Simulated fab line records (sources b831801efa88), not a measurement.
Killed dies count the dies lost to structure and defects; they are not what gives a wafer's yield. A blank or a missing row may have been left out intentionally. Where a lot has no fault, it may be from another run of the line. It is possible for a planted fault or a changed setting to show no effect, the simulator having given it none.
fab line records + flow sky130
record
- lots=13
- wafers=38
- lastDay=49
route steps=708 shown GATE_OXIDE@197 LDD_HVN@275 LDD_HVP@285 LDD_LDN@296 PAD_OPEN@708
lots that met no fault: taken from a fault-free run of the same line
startH: hours from the record's first day to the start of the lot's first wafer shown + waitH: hours elapsed since this lot's preceding step + " identical to the entry in the row above + L1.1+2: one row covering several wafers at once + - no value, or no start given + * or withheld: withheld + < > ~ a bound
route shown NAME@n: a module of which the file shows steps, and the number in the route of the first + usual: average and standard deviation across the fault-free wafers + same: alike in all rows + chamber/n: place in a boat + sites: each site's reading + _std_site: the standard deviation of these + _edge_site: mean of outer sites minus mean of inner sites + radiusMm: for every site, how far away it sits from the centre of the wafer + mask NAME#n: copy n + behind: the tool/chamber that last shaped the wafer + hold: why the lot went on hold/how many hours it stayed there/how the hold came to an end + device: the n, p or np transistor that did not switch + end of line: the tests these same wafers got at the end of their route + a step given without rows: its recipe and nothing more + killed: dies that structure and defects cost at the first sort, which is not the same as the wafer's yield + map: a wafer's dies, marking killed ones x, the rest . and places with no die _
set.NAME: the run value of the setting; set.NAME@STEP: its run value at that earlier step + model.NAME: the simulator's own value behind a step, which no gauge read
steps of the route over a sample of lots; a table a step, a row a wafer
services: from which hour (startH, from the record's first day; less than 0 if before it) a tool's chamber was out of use, for how many hours, and why
## steps
# step SKY_GATE_OXIDE_OVL_MEAS_10
# usual
- GATE_OXIDE_OVL=0.6/1.1
| lot.wafer | tool       | chamber | startH | waitH | GATE_OXIDE_OVL[nm] |
|-----------|------------|---------|--------|-------|--------------------|
| L605.1    | overlay-01 | -       | 307.14 | 0.1   | -1.6               |
| L605.4    | "          | -       | "      | "     | -0.4               |
| L605.5    | "          | -       | "      | "     | -0.8               |
| L607.2    | overlay-02 | -       | 330.58 | 0.1   | -2.5               |
| L607.3    | "          | -       | "      | "     | -0.1               |
| L607.4    | "          | -       | "      | "     | 0.3                |
| L608.1    | overlay-01 | -       | 338.69 | 0.1   | 0.4                |
| L608.3    | "          | -       | "      | "     | 0.5                |
| L608.5    | "          | -       | "      | "     | 1.7                |
| L610.4    | overlay-01 | -       | 348.24 | 0.1   | 1.5                |
| L610.5    | "          | -       | "      | "     | 2.8                |
| L610.6    | "          | -       | "      | "     | 0.8                |
| L611.1    | overlay-01 | -       | 355.28 | 0.1   | -0.2               |
| L611.2    | "          | -       | "      | "     | -0.1               |
| L611.3    | "          | -       | "      | "     | 1.3                |
| L612.1    | overlay-01 | -       | 362.59 | 0.1   | 0.0                |
| L612.4    | "          | -       | "      | "     | 0.5                |
| L612.5    | "          | -       | "      | "     | 2.3                |
| L613.2    | overlay-02 | -       | 372.78 | 0.1   | 2.8                |
| L613.3    | "          | -       | "      | "     | 0.9                |
| L613.4    | "          | -       | "      | "     | 0.4                |
| L615.3    | overlay-02 | -       | 400.13 | 0.1   | 1.7                |
| L615.4    | "          | -       | "      | "     | 2.6                |
| L615.5    | "          | -       | "      | "     | 0.8                |
| L616.2    | overlay-02 | -       | 408.39 | 0.1   | 1.2                |
| L616.4    | "          | -       | "      | "     | -0.2               |
| L616.5    | "          | -       | "      | "     | 0.0                |
| L617.2    | overlay-01 | -       | 408.69 | 0.1   | 1.9                |
| L617.4    | "          | -       | "      | "     | 1.6                |
| L617.6    | "          | -       | "      | "     | 0.9                |
| L621.2    | overlay-01 | -       | 450.78 | 0.1   | 0.1                |
| L621.3    | "          | -       | "      | "     | 1.0                |
| L621.5    | "          | -       | "      | "     | 2.3                |
| L626.4    | overlay-01 | -       | 481.65 | 0.1   | 0.7                |
| L626.5    | "          | -       | "      | "     | 1.8                |
| L627.2    | overlay-01 | -       | 481.94 | 0.1   | 0.9                |
| L627.3    | "          | -       | "      | "     | 1.5                |
| L627.6    | "          | -       | "      | "     | 0.3                |
# step SKY_LDD_HVN_IMPLANT_08
# recipe
- species=P
- energyKev=60
- doseCm2=3e+13
- tiltDeg=40
# usual
- beamOnS=10.00/0.2
| lot.wafer | tool         | chamber | startH | waitH | beamOnS |
|-----------|--------------|---------|--------|-------|---------|
| L605.1    | implanter-02 | 0       | 461.66 | 0.0   | 10.33   |
| L605.4    | "            | 0       | "      | "     | 9.98    |
| L605.5    | "            | 0       | "      | "     | 10.42   |
| L607.2    | implanter-02 | 0       | 490.55 | 0.0   | 10.00   |
| L607.3    | "            | 0       | "      | "     | 9.80    |
| L607.4    | "            | 0       | "      | "     | 9.86    |
| L608.1    | implanter-03 | 0       | 501.66 | 0.0   | 9.73    |
| L608.3    | "            | 0       | "      | "     | 10.02   |
| L608.5    | "            | 0       | "      | "     | 9.75    |
| L610.4    | implanter-02 | 0       | 510.65 | 0.1   | 9.47    |
| L610.5    | "            | 0       | "      | "     | 10.17   |
| L610.6    | "            | 0       | "      | "     | 10.06   |
| L611.1    | implanter-02 | 0       | 518.02 | 0.0   | 9.81    |
| L611.2    | "            | 0       | "      | "     | 10.07   |
| L611.3    | "            | 0       | "      | "     | 10.18   |
| L612.1    | implanter-03 | 0       | 526.91 | 0.0   | 9.98    |
| L612.4    | "            | 0       | "      | "     | 9.77    |
| L612.5    | "            | 0       | "      | "     | 9.78    |
| L613.2    | implanter-02 | 0       | 542.22 | 0.0   | 9.92    |
| L613.3    | "            | 0       | "      | "     | 9.86    |
| L613.4    | "            | 0       | "      | "     | 9.51    |
| L615.3    | implanter-02 | 0       | 566.17 | 0.1   | 10.35   |
| L615.4    | "            | 0       | "      | "     | 10.06   |
| L615.5    | "            | 0       | "      | "     | 10.10   |
| L617.2    | implanter-01 | 0       | 572.17 | 0.0   | 9.87    |
| L617.4    | "            | 0       | "      | "     | 10.20   |
| L617.6    | "            | 0       | "      | "     | 10.18   |
| L616.2    | implanter-01 | 0       | 572.77 | 0.0   | 10.07   |
| L616.4    | "            | 0       | "      | "     | 9.78    |
| L616.5    | "            | 0       | "      | "     | 10.07   |
| L621.2    | implanter-03 | 0       | 609.42 | 0.0   | 9.76    |
| L621.3    | "            | 0       | "      | "     | 9.80    |
| L621.5    | "            | 0       | "      | "     | 10.36   |
| L626.4    | implanter-02 | 0       | 638.92 | 0.1   | 10.08   |
| L626.5    | "            | 0       | "      | "     | 10.18   |
| L627.2    | implanter-03 | 0       | 639.80 | 0.0   | 10.10   |
| L627.3    | "            | 0       | "      | "     | 10.38   |
| L627.6    | "            | 0       | "      | "     | 10.00   |
# step SKY_LDD_HVN_TW_MEAS_10
# usual
- LDD_HVN_TW=1445/13
| lot.wafer | tool         | chamber | startH | waitH | LDD_HVN_TW |
|-----------|--------------|---------|--------|-------|------------|
| L605.1    | filmMetro-01 | -       | 461.91 | 0.1   | 1432       |
| L605.4    | "            | -       | "      | "     | 1431       |
| L605.5    | "            | -       | "      | "     | 1439       |
| L607.2    | filmMetro-01 | -       | 490.78 | 0.1   | 1443       |
| L607.3    | "            | -       | "      | "     | 1453       |
| L607.4    | "            | -       | "      | "     | 1441       |
| L608.1    | filmMetro-02 | -       | 501.91 | 0.1   | 1439       |
| L608.3    | "            | -       | "      | "     | 1436       |
| L608.5    | "            | -       | "      | "     | 1444       |
| L610.4    | filmMetro-02 | -       | 510.85 | 0.1   | 1434       |
| L610.5    | "            | -       | "      | "     | 1433       |
| L610.6    | "            | -       | "      | "     | 1442       |
| L611.1    | filmMetro-01 | -       | 518.27 | 0.1   | 1451       |
| L611.2    | "            | -       | "      | "     | 1458       |
| L611.3    | "            | -       | "      | "     | 1452       |
| L612.1    | filmMetro-01 | -       | 527.16 | 0.1   | 1448       |
| L612.4    | "            | -       | "      | "     | 1443       |
| L612.5    | "            | -       | "      | "     | 1443       |
| L613.2    | filmMetro-01 | -       | 542.46 | 0.1   | 1442       |
| L613.3    | "            | -       | "      | "     | 1447       |
| L613.4    | "            | -       | "      | "     | 1433       |
| L615.3    | filmMetro-04 | -       | 566.39 | 0.1   | 1468       |
| L615.4    | "            | -       | "      | "     | 1478       |
| L615.5    | "            | -       | "      | "     | 1470       |
| L617.2    | filmMetro-02 | -       | 572.41 | 0.1   | 1442       |
| L617.4    | "            | -       | "      | "     | 1436       |
| L617.6    | "            | -       | "      | "     | 1434       |
| L616.2    | filmMetro-01 | -       | 573.01 | 0.1   | 1449       |
| L616.4    | "            | -       | "      | "     | 1446       |
| L616.5    | "            | -       | "      | "     | 1455       |
| L621.2    | filmMetro-01 | -       | 609.66 | 0.1   | 1434       |
| L621.3    | "            | -       | "      | "     | 1445       |
| L621.5    | "            | -       | "      | "     | 1437       |
| L626.4    | filmMetro-04 | -       | 639.13 | 0.1   | 1385       |
| L626.5    | "            | -       | "      | "     | 1461       |
| L627.2    | filmMetro-04 | -       | 640.03 | 0.1   | 1456       |
| L627.3    | "            | -       | "      | "     | 1465       |
| L627.6    | "            | -       | "      | "     | 1460       |
# step SKY_LDD_HVP_OVL_MEAS_07
# usual
- LDD_HVP_OVL=0.0/1.6
| lot.wafer | tool       | chamber | startH | waitH | LDD_HVP_OVL[nm] |
|-----------|------------|---------|--------|-------|-----------------|
| L605.1    | overlay-01 | -       | 492.36 | 0.1   | 1.2             |
| L605.4    | "          | -       | "      | "     | 0.8             |
| L605.5    | "          | -       | "      | "     | 2.0             |
| L607.2    | overlay-01 | -       | 521.12 | 0.1   | -0.9            |
| L607.3    | "          | -       | "      | "     | -0.4            |
| L607.4    | "          | -       | "      | "     | -0.4            |
| L608.1    | overlay-01 | -       | 532.62 | 0.1   | -3.7            |
| L608.3    | "          | -       | "      | "     | -1.9            |
| L608.5    | "          | -       | "      | "     | -1.1            |
| L610.4    | overlay-02 | -       | 540.93 | 0.1   | -0.8            |
| L610.5    | "          | -       | "      | "     | 2.0             |
| L610.6    | "          | -       | "      | "     | 1.3             |
| L611.1    | overlay-01 | -       | 548.87 | 0.1   | 0.3             |
| L611.2    | "          | -       | "      | "     | 0.6             |
| L611.3    | "          | -       | "      | "     | 1.0             |
| L612.1    | overlay-01 | -       | 556.59 | 0.1   | -0.2            |
| L612.4    | "          | -       | "      | "     | -0.6            |
| L612.5    | "          | -       | "      | "     | -0.7            |
| L613.2    | overlay-01 | -       | 572.42 | 0.1   | -3.4            |
| L613.3    | "          | -       | "      | "     | -2.6            |
| L613.4    | "          | -       | "      | "     | -2.7            |
| L615.3    | overlay-02 | -       | 595.33 | 0.1   | 1.6             |
| L615.4    | "          | -       | "      | "     | 1.1             |
| L615.5    | "          | -       | "      | "     | 0.4             |
| L617.2    | overlay-02 | -       | 601.72 | 0.1   | 1.1             |
| L617.4    | "          | -       | "      | "     | 0.8             |
| L617.6    | "          | -       | "      | "     | 2.8             |
| L616.2    | overlay-02 | -       | 601.84 | 0.1   | -1.8            |
| L616.4    | "          | -       | "      | "     | -1.3            |
| L616.5    | "          | -       | "      | "     | -3.0            |
| L621.2    | overlay-02 | -       | 637.33 | 0.1   | 0.4             |
| L621.3    | "          | -       | "      | "     | -1.3            |
| L621.5    | "          | -       | "      | "     | 1.5             |
| L626.4    | overlay-01 | -       | 667.73 | 0.1   | -1.5            |
| L626.5    | "          | -       | "      | "     | -1.9            |
| L627.2    | overlay-01 | -       | 668.32 | 0.1   | 1.5             |
| L627.3    | "          | -       | "      | "     | 0.0             |
| L627.6    | "          | -       | "      | "     | 2.2             |
# step SKY_LDD_LDN_OVL_MEAS_07
# usual
- LDD_LDN_OVL=0.5/1.4
| lot.wafer | tool       | chamber | startH | waitH | LDD_LDN_OVL[nm] |
|-----------|------------|---------|--------|-------|-----------------|
| L605.1    | overlay-01 | -       | 522.73 | 0.1   | -1.4            |
| L605.4    | "          | -       | "      | "     | 0.6             |
| L605.5    | "          | -       | "      | "     | 0.0             |
| L607.2    | overlay-02 | -       | 551.68 | 0.1   | 1.5             |
| L607.3    | "          | -       | "      | "     | -0.1            |
| L607.4    | "          | -       | "      | "     | 0.9             |
| L608.1    | overlay-01 | -       | 562.18 | 0.1   | 1.0             |
| L608.3    | "          | -       | "      | "     | 0.3             |
| L608.5    | "          | -       | "      | "     | 0.7             |
| L610.4    | overlay-02 | -       | 570.49 | 0.1   | 1.6             |
| L610.5    | "          | -       | "      | "     | -0.8            |
| L610.6    | "          | -       | "      | "     | 2.2             |
| L611.1    | overlay-02 | -       | 578.61 | 0.1   | 1.0             |
| L611.2    | "          | -       | "      | "     | -0.2            |
| L611.3    | "          | -       | "      | "     | -1.2            |
| L612.1    | overlay-01 | -       | 586.98 | 0.1   | 1.7             |
| L612.4    | "          | -       | "      | "     | -0.6            |
| L612.5    | "          | -       | "      | "     | 1.4             |
| L613.2    | overlay-01 | -       | 601.83 | 0.1   | 1.9             |
| L613.3    | "          | -       | "      | "     | 1.6             |
| L613.4    | "          | -       | "      | "     | 2.3             |
| L615.3    | overlay-01 | -       | 623.94 | 0.1   | 1.9             |
| L615.4    | "          | -       | "      | "     | 2.4             |
| L615.5    | "          | -       | "      | "     | 1.5             |
| L617.2    | overlay-01 | -       | 630.93 | 0.1   | -0.3            |
| L617.4    | "          | -       | "      | "     | -0.7            |
| L617.6    | "          | -       | "      | "     | -0.5            |
| L616.2    | overlay-02 | -       | 631.23 | 0.1   | -2.2            |
| L616.4    | "          | -       | "      | "     | -2.8            |
| L616.5    | "          | -       | "      | "     | -2.2            |
| L621.2    | overlay-01 | -       | 665.33 | 0.1   | -1.1            |
| L621.3    | "          | -       | "      | "     | 0.5             |
| L621.5    | "          | -       | "      | "     | -1.1            |
| L626.4    | overlay-02 | -       | 695.34 | 0.1   | 0.7             |
| L626.5    | "          | -       | "      | "     | 0.7             |
| L627.2    | overlay-01 | -       | 696.67 | 0.1   | -0.1            |
| L627.3    | "          | -       | "      | "     | -1.6            |
| L627.6    | "          | -       | "      | "     | 0.6             |
# step SKY_PAD_OPEN_PROBE_99
# usual
- killed_at_M0_to_M3=43/7.3
- killed_at_M4_up=3.2/1.8
- killedAtContacts=24/5.8
- killedAtFrontEnd=16/4.5
- killedAtOther=0.3/0.53
- killedDies=87/9.9
- killedOnRim=17/3.8
- killedOpen=48/6.8
- killedShort=39/6.9
# same
- grossDies=492
- killedAtBackSide=0
| lot.wafer | tool      | chamber | startH  | waitH | killed_at_M0_to_M3 | killed_at_M4_up | killedAtContacts | killedAtFrontEnd | killedAtOther | killedDies | killedOnRim | killedOpen | killedShort |
|-----------|-----------|---------|---------|-------|--------------------|-----------------|------------------|------------------|---------------|------------|-------------|------------|-------------|
| L617.2    | prober-02 | -       | 1142.93 | 0.1   | 47                 | 2               | 32               | 11               | 0             | 92         | 20          | 52         | 40          |
| L617.4    | prober-02 | -       | 1143.03 | 0.2   | 47                 | 5               | 20               | 19               | 0             | 91         | 19          | 44         | 47          |
| L617.6    | prober-02 | -       | 1143.13 | 0.2   | 52                 | 3               | 23               | 17               | 0             | 95         | 19          | 60         | 35          |
| L626.4    | prober-02 | -       | 1184.64 | 0.2   | 39                 | 9               | 30               | 17               | 1             | 96         | 20          | 49         | 47          |
| L626.5    | prober-02 | -       | 1184.69 | 0.2   | 46                 | 3               | 35               | 15               | 0             | 99         | 17          | 63         | 36          |
# killed by level:class
L617.2 VIA1:geometricParticle:open=16 CONTACT:geometricParticle:open=11 LI_CONTACT:geometricParticle:open=9 METAL2:geometricParticle:short=6 VIA1:geometricParticle:short=5 CONTACT:geometricParticle:short=5 VIA2:geometricParticle:open=5 POLY_GATE:geometricParticle:open=4
L617.4 METAL2:geometricParticle:short=9 VIA3:geometricParticle:open=7 VIA2:geometricParticle:open=6 VIA1:geometricParticle:open=6 FIELD_ISO:geometricParticle:open=5 LI_CONTACT:geometricParticle:open=5 METAL1:geometricParticle:short=5 FIELD_ISO:geometricParticle:short=4
L617.6 VIA1:geometricParticle:open=14 CONTACT:geometricParticle:open=9 FIELD_ISO:geometricParticle:open=8 POLY_GATE:geometricParticle:open=6 LI_CONTACT:geometricParticle:open=6 METAL1:geometricParticle:short=6 METAL2:geometricParticle:short=6 VIA2:geometricParticle:open=6
L626.4 CONTACT:geometricParticle:open=12 VIA1:geometricParticle:open=10 FIELD_ISO:geometricParticle:short=7 LI_CONTACT:geometricParticle:open=7 METAL4:geometricParticle:short=7 FIELD_ISO:geometricParticle:open=6 LOCAL_INTERCONNECT:geometricParticle:short=6 VIA2:geometricParticle:open=5
L626.5 CONTACT:geometricParticle:open=16 VIA2:geometricParticle:open=13 VIA3:geometricParticle:open=9 POLY_GATE:geometricParticle:open=6 LI_CONTACT:geometricParticle:open=6 LOCAL_INTERCONNECT:geometricParticle:short=6 VIA1:geometricParticle:open=5 FIELD_ISO:geometricParticle:open=4
## services
| tool         | chamber | startH | hours | kind   |
|--------------|---------|--------|-------|--------|
| implanter-01 | -       | 439.32 | 3.5   | repair |
| implanter-01 | -       | 439.95 | 1.0   | repair |
| implanter-01 | -       | 492.46 | 4.3   | pm     |
| implanter-02 | -       | 519.79 | 8.5   | repair |
| implanter-03 | -       | 572.58 | 1.5   | repair |
| implanter-03 | -       | 611.46 | 3.7   | pm     |
## key
firstSign
- step=SKY_LDD_HVN_TW_MEAS_10
- reading=LDD_HVN_TW
- direction=down
- sigmas=4.7
- usual=1445
- struck=1385
effect none on later readings
metAt SKY_LDD_HVN_IMPLANT_08
struckLots L626
struckWafers L626.4
testerLeftOut L626
notActingAt SKY_GATE_OXIDE_OVL_MEAS_10,SKY_LDD_HVP_OVL_MEAS_07,SKY_LDD_LDN_OVL_MEAS_07
onsetBetween 566.17 638.92
fault
- kind=processParameterDrift
- tool=implanter-02
- chamber=-
- onsetH=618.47
- steps=SKY_LDD_HVN_IMPLANT_08
- channel=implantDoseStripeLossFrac
- offset=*
- shape=step
- endH=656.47
- scope=struckWafersOnly
# testerLeftOut: of these lots the tester's yield and bins aren't shown, on N5 and GAA mostly nor the transistor test; their killed dies are dies lost to structure and defects alone, not to doping, threshold or leakage, so they don't give the yield
